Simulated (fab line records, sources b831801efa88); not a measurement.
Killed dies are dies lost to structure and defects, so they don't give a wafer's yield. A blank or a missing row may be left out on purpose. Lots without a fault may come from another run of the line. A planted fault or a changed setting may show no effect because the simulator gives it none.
Chamber matching | flow gf180mcu | GF_V5_CMP_04 on cmp-02: 4 sister chambers
The step polishes SiO2. 22 wafers are shown with their chamber, then 11 later ones without.

WAFERS WITH THEIR CHAMBER
wafer  | chamber | motor_current_A (A) | slurry_flow_ml_min
L074.4 | 0       | 13.7                | 149.8
L074.5 | 3       | 10.7                | 150.1
L074.6 | 0       | 13.3                | 149.4
L078.1 | 1       | 11.5                | 148.9
L078.4 | 3       | 11.3                | 150.0
L078.5 | 3       | 10.7                | 149.9
L081.3 | 1       | 11.2                | 149.2
L081.5 | 2       | 12.5                | 150.0
L081.6 | 1       | 11.8                | 150.1
L086.1 | 2       | 12.3                | 149.8
L086.4 | 0       | 13.7                | 150.7
L086.6 | 2       | 12.7                | 149.9
L087.3 | 0       | 14.1                | 151.4
L087.5 | 0       | 13.8                | 150.5
L087.6 | 1       | 11.1                | 150.2
L087.1 | 2       | 13.0                | 149.6
L087.2 | 3       | 10.9                | 149.9
L087.4 | 1       | 10.9                | 151.3
L088.2 | 1       | 11.2                | 149.6
L088.3 | 3       | 10.7                | 149.6
L088.5 | 1       | 11.1                | 149.7
L088.1 | 0       | 13.8                | 150.5

SIGNATURES (means of the wafers above)
reading            | chamber 0 | chamber 1 | chamber 2 | chamber 3 | scatter within a chamber
motor_current_A    | 13.733    | 11.257    | 12.625    | 10.860    | 0.28
slurry_flow_ml_min | 150.383   | 149.857   | 149.825   | 149.900   | 0.596
Rule: a wafer's distance from a chamber is the root of the sum, over the readings, of the square of ((its reading less the chamber's mean) divided by the reading's scatter). The wafer belongs to the nearest chamber; if the next one is less than 2 further off, it can't be placed. The scatter: the root of (the sum of the squares of (reading less its chamber's mean) over the shown wafers, divided by (wafers less chambers)).

WAFERS WITHOUT THEIR CHAMBER
wafer  | motor_current_A (A) | slurry_flow_ml_min
L088.4 | 12.2                | 150.5
L088.6 | 12.7                | 150.8
L089.2 | 11.3                | 149.8
L089.3 | 14.4                | 150.6
L089.4 | 11.2                | 149.5
L090.2 | 11.2                | 150.1
L090.5 | 10.6                | 149.7
L090.6 | 14.1                | 149.4
L091.2 | 10.6                | 150.7
L091.4 | 12.4                | 149.9
L091.5 | 11.2                | 150.2

WHICH CHAMBER EACH WENT THROUGH
wafer  | from the rows above     | in truth
L088.4 | can't be placed: 2 or 1 | 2
L088.6 | 2                       | 2
L089.2 | can't be placed: 1 or 3 | 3
L089.3 | 0                       | 0
L089.4 | can't be placed: 1 or 3 | 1
L090.2 | can't be placed: 1 or 3 | 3
L090.5 | can't be placed: 3 or 1 | 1
L090.6 | 0                       | 0
L091.2 | can't be placed: 3 or 1 | 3
L091.4 | 2                       | 2
L091.5 | can't be placed: 1 or 3 | 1
Placed correctly: 4 of 11. Can't be placed from these rows: 7 (the true chamber is among the candidates in 7). Placed wrongly: 0.
